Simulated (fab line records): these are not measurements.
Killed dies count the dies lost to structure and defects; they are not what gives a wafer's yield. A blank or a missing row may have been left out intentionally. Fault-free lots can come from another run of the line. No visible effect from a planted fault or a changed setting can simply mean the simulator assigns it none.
Struck lot and sound lot, side by side | flow sky130 | 26 out of 708 route steps
Sound: the wafers L875.3, L875.4, L875.5. The struck wafers were L874.2, L874.3, L874.6. At the end, the cause is stated.
Order at every step that has rows: each side's tool, ch and its chambers, its first start. Under that, the readings that differ: sound wafers | struck wafers | difference of the means | sigmas: that difference in standard deviations of wafers without a fault.
alike: words and numbers the same on both sides, and readings whose means are apart by under 2 such deviations; not compared: readings that were withheld, readings missing a value for some wafer, numbers with overlapping values and no deviation given by the record, and bounds like >300 which may hide the same value.
Wherever a step has rows on one side only, a row that says differs or no value, or a row with sigmas, the two part there. When numbers do not overlap yet have no deviation, they are printed without sigmas and do not part them. Lack of a reading on every wafer of one side parts them only where that side has two or more wafers.

SKY_VT_ADJUST_NCORE_STRIP_10: strips in O2/N2.
  sound on plasmaAsher-02 ch 0,1, day 8 17:35; struck on plasmaAsher-03 ch 0,1, day 8 13:49
  alike: chamberPressureMTorr, drypumpMotorCurrentA, oesProductAu, stripTimeToEndpointS
  not compared: rfHoursCounterH
SKY_VT_ADJUST_NCORE_TW_MEAS_11:
  sound on filmMetro-01, day 8 17:40; struck on filmMetro-04, day 8 13:55
  alike: VT_ADJUST_NCORE_TW
then, 7 steps without rows for these wafers: SKY_VT_ADJUST_HVTR_DEHYDRATE_00 (time 60 s); SKY_VT_ADJUST_HVTR_HMDS_01 (prime time 60 s); SKY_VT_ADJUST_HVTR_COAT_02 (resist thk 1140 nm); SKY_VT_ADJUST_HVTR_SOFTBAKE_03 (time 60 s); SKY_VT_ADJUST_HVTR_EXPOSE_04 (exposes mask HVTRM, target cd 380 nm); SKY_VT_ADJUST_HVTR_PEB_05; SKY_VT_ADJUST_HVTR_DEVELOP_06 (develop time 60 s).
SKY_VT_ADJUST_HVTR_CD_MEAS_07: target cd 380 nm.
  sound on cdSem-01, day 9 08:44; struck on cdSem-01, day 8 22:11
reading   | sound             | struck            | difference | sigmas
cdNm (nm) | 384.7 379.1 380.7 | 376.6 375.3 375.8 | -5.6       | -2
SKY_VT_ADJUST_HVTR_OVL_MEAS_08:
  sound on overlay-01, day 9 08:49; struck on overlay-01, day 8 22:17
reading                 | sound       | struck         | difference | sigmas
VT_ADJUST_HVTR_OVL (nm) | 1.5 0.5 2.0 | -3.2 -0.4 -0.8 | -2.8       | -2
after that, 1 step had no rows for these wafers: SKY_VT_ADJUST_HVTR_IMPLANT_09.
SKY_VT_ADJUST_HVTR_STRIP_10: strips in O2/N2.
  sound on plasmaAsher-02 ch 0,1, day 9 09:02; struck on plasmaAsher-01 ch 0, day 8 22:28
  no value came back on the struck wafers for any of 5 readings (chamberPressureMTorr (mTorr), drypumpMotorCurrentA (A) and others); on the sound wafers chamberPressureMTorr (mTorr) reads 1501.0 1497.8 1500.0
reading                                            | sound | struck         | difference | sigmas
model.NOVOLAK_of_VT_ADJUST_HVTR_COAT_02.thkNm (nm) | 0 0 0 | 1147 1145 1148 | +1147      | 
  not compared: rfHoursCounterH
SKY_VT_ADJUST_HVTR_TW_MEAS_11:
  sound on filmMetro-03, day 9 09:07; struck on filmMetro-01, day 8 22:35
reading           | sound             | struck            | difference | sigmas
VT_ADJUST_HVTR_TW | 212.9 213.8 214.1 | 208.7 208.5 208.4 | -5.1       | -2
then, 7 steps without rows for these wafers: SKY_VT_ADJUST_PCH_DEHYDRATE_00 (time 60 s); SKY_VT_ADJUST_PCH_HMDS_01 (prime time 60 s); SKY_VT_ADJUST_PCH_COAT_02 (resist thk 3000 nm); SKY_VT_ADJUST_PCH_SOFTBAKE_03; SKY_VT_ADJUST_PCH_EXPOSE_04 (exposes mask NWM, target cd 840 nm); SKY_VT_ADJUST_PCH_PEB_05; SKY_VT_ADJUST_PCH_DEVELOP_06 (develop time 60 s).
SKY_VT_ADJUST_PCH_OVL_MEAS_07:
  sound on overlay-02, day 10 02:17; struck on overlay-02, day 9 20:40
  alike: VT_ADJUST_PCH_OVL
after that, 1 step had no rows for these wafers: SKY_VT_ADJUST_PCH_IMPLANT_08.
SKY_VT_ADJUST_PCH_STRIP_09: strips in O2/N2.
  sound on plasmaAsher-02 ch 0,1, day 10 02:29; struck on plasmaAsher-02 ch 0,1, day 9 20:50
reading                  | sound             | struck            | difference | sigmas
stripTimeToEndpointS (s) | 36.93 36.94 36.86 | 53.76 53.80 53.86 | +16.90     | +99 or more
  alike: chamberPressureMTorr, drypumpMotorCurrentA, oesProductAu
  not compared: rfHoursCounterH
SKY_VT_ADJUST_PCH_TW_MEAS_10:
  sound on filmMetro-01, day 10 02:34; struck on filmMetro-01, day 9 21:11
reading          | sound             | struck         | difference | sigmas
VT_ADJUST_PCH_TW | 140.6 141.3 141.2 | 29.7 29.8 29.8 | -111.3     | -99 or more
  not compared: hold
after that, 1 step had no rows for these wafers: SKY_PAD_OPEN_PROBE_99.

WHERE THEY PART
At SKY_VT_ADJUST_HVTR_CD_MEAS_07 first; at SKY_VT_ADJUST_PCH_TW_MEAS_10 last (within this record only).

WHY: the cause the simulator had injected
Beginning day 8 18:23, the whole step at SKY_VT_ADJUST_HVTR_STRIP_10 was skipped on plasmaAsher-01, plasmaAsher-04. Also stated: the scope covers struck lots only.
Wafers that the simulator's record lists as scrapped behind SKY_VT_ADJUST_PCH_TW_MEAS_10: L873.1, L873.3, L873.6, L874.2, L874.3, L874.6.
